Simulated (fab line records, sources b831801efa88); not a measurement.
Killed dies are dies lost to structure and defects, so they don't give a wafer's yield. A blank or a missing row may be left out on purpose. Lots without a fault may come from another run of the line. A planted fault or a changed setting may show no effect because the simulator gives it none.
Which tool did it? | flow gf180mcu | 24 lots, 72 wafers sampled, at 2 steps of a route of 602

WHAT THE GAUGES READ, wafer by wafer
GF_M4_THK_MEAS_06: measures by xrf.
lot  | measured     | on            | M4_ALCU_THK (nm)
L074 | day 22 10:22 | film_metro-01 | 454 456 462
L075 | day 22 17:22 | film_metro-01 | 461 470 467
L076 | day 23 00:07 | film_metro-02 | 469 475 468
L077 | day 23 14:46 | film_metro-02 | 466 469 461
L078 | day 23 18:46 | film_metro-04 | 457 456 452
L079 | day 24 08:14 | film_metro-04 | 451 450 446
L080 | day 24 19:15 | film_metro-02 | 465 460 463
L081 | day 25 02:28 | film_metro-02 | 451 449 460
L082 | day 25 07:11 | film_metro-02 | 464 462 456
L083 | day 25 18:44 | film_metro-01 | 470 465 466
L084 | day 25 23:41 | film_metro-01 | 465 469 465
L085 | day 26 01:37 | film_metro-02 | 470 462 461
L086 | day 26 15:52 | film_metro-04 | 461 466 468
L087 | day 26 22:35 | film_metro-04 | 465 451 453
L088 | day 27 14:44 | film_metro-02 | 457 450 452
L089 | day 27 16:32 | film_metro-01 | 451 457 463
L090 | day 27 16:45 | film_metro-02 | 456 455 457
L091 | day 28 11:33 | film_metro-02 | 448 460 451
L092 | day 28 17:31 | film_metro-02 | 459 456 461
L093 | day 29 05:50 | film_metro-02 | 452 449 451
L094 | day 29 07:08 | film_metro-02 | 448 461 464
L095 | day 29 11:26 | film_metro-04 | 475 474 476
L096 | day 29 21:13 | film_metro-04 | 454 452 454
L097 | day 29 23:04 | film_metro-02 | 467 461 461

GF_V4_CD_MEAS_14: target cd 260 nm.
lot  | measured     | on        | cd_nm (nm)
L074 | day 24 08:19 | cd_sem-02 | 258.3 256.2 256.2
L075 | day 24 16:17 | cd_sem-01 | 259.5 259.1 259.4
L076 | day 24 22:34 | cd_sem-02 | 260.0 260.7 259.4
L077 | day 25 11:20 | cd_sem-01 | 260.9 260.0 259.0
L078 | day 25 16:32 | cd_sem-01 | 260.1 260.7 259.9
L079 | day 26 04:24 | cd_sem-01 | 258.3 259.1 257.3
L080 | day 26 15:16 | cd_sem-01 | 260.4 259.2 258.7
L081 | day 26 22:19 | cd_sem-01 | 257.5 258.7 259.5
L082 | day 27 01:32 | cd_sem-01 | 259.4 258.3 258.2
L083 | day 27 13:07 | cd_sem-01 | 260.9 261.1 260.6
L084 | day 27 18:22 | cd_sem-02 | 260.6 260.6 259.6
L085 | day 27 19:38 | cd_sem-02 | 260.4 262.4 261.6
L086 | day 28 07:58 | cd_sem-01 | 260.7 260.2 260.2
L087 | day 28 15:01 | cd_sem-01 | 259.4 261.0 259.9
L088 | day 29 06:38 | cd_sem-01 | 259.7 261.0 262.1
L089 | day 29 08:26 | cd_sem-02 | 261.3 260.2 260.3
L090 | day 29 09:31 | cd_sem-01 | 260.4 259.5 258.8
L091 | day 30 02:40 | cd_sem-01 | 260.3 260.0 260.6
L092 | day 30 09:04 | cd_sem-01 | 259.9 259.4 261.3
L093 | day 30 19:58 | cd_sem-01 | 258.9 259.3 258.8
L094 | day 30 21:25 | cd_sem-01 | 261.3 261.2 260.1
L095 | day 31 00:56 | cd_sem-01 | 258.8 258.5 260.1
L096 | day 31 10:23 | cd_sem-01 | 260.0 259.1 258.9
L097 | day 31 12:32 | cd_sem-01 | 260.1 259.4 260.0

WHICH TOOL RAN EACH LOT (tool, then ch and the chambers of the sampled wafers, then the start)
The record holds no process step before these readings.

WHAT THE TOOLS THEMSELVES READ (means of the sampled wafers that have a number; where no wafer has one, the mark that the record gives instead)
The record holds no such reading with a usual standard deviation.

THE ANSWER, worked out from the rows above alone
Rule: what is usual is taken from the lots themselves. Put in order of their means at a reading, lots are off if they are a third of the lots or fewer, leave a main group of 4 or more, and stand apart from it by a gap of 3 or more times the standard deviation of the main group's means; of several such gaps the widest counts. A main group whose means are all the same, to the digits that the tables above print for the reading, isn't used. A lot without any number at a reading at which 4 lots or more have one is off too. The other lots that the step has rows for count as sound. The gauges are gone through in route order, then the tools' own readings, and for those a lot's mean is taken as printed above. The first step at which some lot is off is used, and at that step the reading that is off furthest; a lot without a number counts as furthest.
No lot is off at any reading shown: from this, nothing can be told.

WHAT THE SIMULATOR HAD PUT IN
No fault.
